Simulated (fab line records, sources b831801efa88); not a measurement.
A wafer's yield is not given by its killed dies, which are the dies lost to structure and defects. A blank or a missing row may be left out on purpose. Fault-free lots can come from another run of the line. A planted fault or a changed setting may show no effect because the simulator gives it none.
Split-lot study || flow sky130 || route with 708 steps; 5 lots, 23 wafers read

## ON THE SPLIT
At SKY_LOCAL_INTERCONNECT_COAT_05 (resist thk 60 nm), the setting resist_thk_nm was moved away from the recipe's 60 nm on 11 of the 23 wafers read, by -5.3% to -2.6%. This setting was run at the recipe's value on the other wafers.

No step appears in the file between the split and the reading.

## THE READING
oes_product_au, in a.u., at SKY_LOCAL_INTERCONNECT_ETCH_13 (etches BARC in N2/H2, stops on SiO2, time 45.9 s, target depth 60 nm). Fault-free wafers of this fab line usually give 0.854 a.u., standard deviation 0.0044 a.u.

{"wafer": "L074.1", "tool, chamber at the split": "litho_track-03, 0", "resist_thk_nm as run, nm": 60, "against the recipe": "recipe", "oes_product_au, a.u.": 0.862, "against lot-mates on the recipe": "-"}
{"wafer": "L074.3", "tool, chamber at the split": "litho_track-03, 0", "resist_thk_nm as run, nm": 60, "against the recipe": "recipe", "oes_product_au, a.u.": 0.855, "against lot-mates on the recipe": "-"}
{"wafer": "L074.4", "tool, chamber at the split": "litho_track-03, 0", "resist_thk_nm as run, nm": 60, "against the recipe": "recipe", "oes_product_au, a.u.": 0.858, "against lot-mates on the recipe": "-"}
{"wafer": "L074.5", "tool, chamber at the split": "litho_track-03, 0", "resist_thk_nm as run, nm": 56.83, "against the recipe": "-5.3%", "oes_product_au, a.u.": 0.828, "against lot-mates on the recipe": -0.030}
{"wafer": "L074.6", "tool, chamber at the split": "litho_track-03, 0", "resist_thk_nm as run, nm": 56.83, "against the recipe": "-5.3%", "oes_product_au, a.u.": 0.829, "against lot-mates on the recipe": -0.029}
{"wafer": "L076.2", "tool, chamber at the split": "litho_track-01, 0", "resist_thk_nm as run, nm": 60, "against the recipe": "recipe", "oes_product_au, a.u.": 0.855, "against lot-mates on the recipe": "-"}
{"wafer": "L076.4", "tool, chamber at the split": "litho_track-01, 0", "resist_thk_nm as run, nm": 60, "against the recipe": "recipe", "oes_product_au, a.u.": 0.854, "against lot-mates on the recipe": "-"}
{"wafer": "L076.6", "tool, chamber at the split": "litho_track-01, 0", "resist_thk_nm as run, nm": 60, "against the recipe": "recipe", "oes_product_au, a.u.": 0.856, "against lot-mates on the recipe": "-"}
{"wafer": "L077.1", "tool, chamber at the split": "litho_track-01, 0", "resist_thk_nm as run, nm": 60, "against the recipe": "recipe", "oes_product_au, a.u.": 0.853, "against lot-mates on the recipe": "-"}
{"wafer": "L077.2", "tool, chamber at the split": "litho_track-01, 0", "resist_thk_nm as run, nm": 58.28, "against the recipe": "-2.9%", "oes_product_au, a.u.": 0.844, "against lot-mates on the recipe": -0.012}
{"wafer": "L077.3", "tool, chamber at the split": "litho_track-01, 0", "resist_thk_nm as run, nm": 60, "against the recipe": "recipe", "oes_product_au, a.u.": 0.859, "against lot-mates on the recipe": "-"}
{"wafer": "L077.4", "tool, chamber at the split": "litho_track-01, 0", "resist_thk_nm as run, nm": 58.28, "against the recipe": "-2.9%", "oes_product_au, a.u.": 0.836, "against lot-mates on the recipe": -0.020}
{"wafer": "L077.6", "tool, chamber at the split": "litho_track-01, 0", "resist_thk_nm as run, nm": 58.28, "against the recipe": "-2.9%", "oes_product_au, a.u.": 0.844, "against lot-mates on the recipe": -0.012}
{"wafer": "L079.1", "tool, chamber at the split": "litho_track-03, 0", "resist_thk_nm as run, nm": 58.45, "against the recipe": "-2.6%", "oes_product_au, a.u.": 0.841, "against lot-mates on the recipe": -0.012}
{"wafer": "L079.2", "tool, chamber at the split": "litho_track-03, 0", "resist_thk_nm as run, nm": 58.45, "against the recipe": "-2.6%", "oes_product_au, a.u.": 0.845, "against lot-mates on the recipe": -0.008}
{"wafer": "L079.3", "tool, chamber at the split": "litho_track-03, 0", "resist_thk_nm as run, nm": 60, "against the recipe": "recipe", "oes_product_au, a.u.": 0.849, "against lot-mates on the recipe": "-"}
{"wafer": "L079.4", "tool, chamber at the split": "litho_track-03, 0", "resist_thk_nm as run, nm": 60, "against the recipe": "recipe", "oes_product_au, a.u.": 0.857, "against lot-mates on the recipe": "-"}
{"wafer": "L079.5", "tool, chamber at the split": "litho_track-03, 0", "resist_thk_nm as run, nm": 58.45, "against the recipe": "-2.6%", "oes_product_au, a.u.": 0.844, "against lot-mates on the recipe": -0.009}
{"wafer": "L084.2", "tool, chamber at the split": "litho_track-01, 0", "resist_thk_nm as run, nm": 60, "against the recipe": "recipe", "oes_product_au, a.u.": 0.856, "against lot-mates on the recipe": "-"}
{"wafer": "L084.3", "tool, chamber at the split": "litho_track-01, 0", "resist_thk_nm as run, nm": 60, "against the recipe": "recipe", "oes_product_au, a.u.": 0.853, "against lot-mates on the recipe": "-"}
{"wafer": "L084.4", "tool, chamber at the split": "litho_track-01, 0", "resist_thk_nm as run, nm": 57.27, "against the recipe": "-4.5%", "oes_product_au, a.u.": 0.830, "against lot-mates on the recipe": -0.025}
{"wafer": "L084.5", "tool, chamber at the split": "litho_track-01, 0", "resist_thk_nm as run, nm": 57.27, "against the recipe": "-4.5%", "oes_product_au, a.u.": 0.829, "against lot-mates on the recipe": -0.026}
{"wafer": "L084.6", "tool, chamber at the split": "litho_track-01, 0", "resist_thk_nm as run, nm": 57.27, "against the recipe": "-4.5%", "oes_product_au, a.u.": 0.832, "against lot-mates on the recipe": -0.023}

THE FIT
A straight line over all 23 wafers: oes_product_au changes by +0.00526 a.u. for each +1% of resist_thk_nm; r = +0.96; the points scatter about the line by 0.003 a.u.
The same after taking each lot's own level away (the mean of its wafers on the recipe; 23 wafers): +0.00532 a.u. for each +1%; r = +0.97; scatter 0.003 a.u.
The reading moves by 0.028 a.u. for the largest change in resist_thk_nm, on that fit.
The lots' own levels span 0.8530 to 0.8583 a.u., that is 1.2 times the standard deviation above.
The two slopes are in agreement: the lot-to-lot level therefore moves the slope only a little.
Check: with one of the wafers moved furthest among these (-5.3%) left out of the fit, the line predicts -0.027 a.u. for it against its lot-mates. It came out at -0.0303 a.u. against them.

## OTHER SPLITS APPLIED TO THESE WAFERS
These wafers also went through other splits before the reading. Each is held against what the fit with the lots' levels taken away leaves over:
{"other split on the same wafers": "SKY_SD_P_COAT_02 resist_thk_nm", "wafers away from the commonest value": 9, "r with oes_product_au (lot level and that fit taken away)": -0.08}
{"other split on the same wafers": "SKY_RES_XHIGH_COAT_02 resist_thk_nm", "wafers away from the commonest value": 4, "r with oes_product_au (lot level and that fit taken away)": -0.33}
{"other split on the same wafers": "SKY_RES_XHIGH_EXPOSE_04 dose_mj", "wafers away from the commonest value": 4, "r with oes_product_au (lot level and that fit taken away)": -0.01}
{"other split on the same wafers": "SKY_SD_N_SOFTBAKE_03 temp_c", "wafers away from the commonest value": 12, "r with oes_product_au (lot level and that fit taken away)": -0.27}
{"other split on the same wafers": "SKY_SD_N_IMPLANT_10 energy_kev", "wafers away from the commonest value": 10, "r with oes_product_au (lot level and that fit taken away)": "+0.37"}
{"other split on the same wafers": "SKY_LI_CONTACT_HDPCVD_00 sih4_flow_sccm", "wafers away from the commonest value": 9, "r with oes_product_au (lot level and that fit taken away)": "+0.29"}
{"other split on the same wafers": "SKY_LI_CONTACT_CVD_21 temp_c", "wafers away from the commonest value": 9, "r with oes_product_au (lot level and that fit taken away)": "+0.22"}

## THE FILE'S OWN FIT
oes_product_au changes by +0.00524 a.u. for each +1% of resist_thk_nm, r = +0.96.
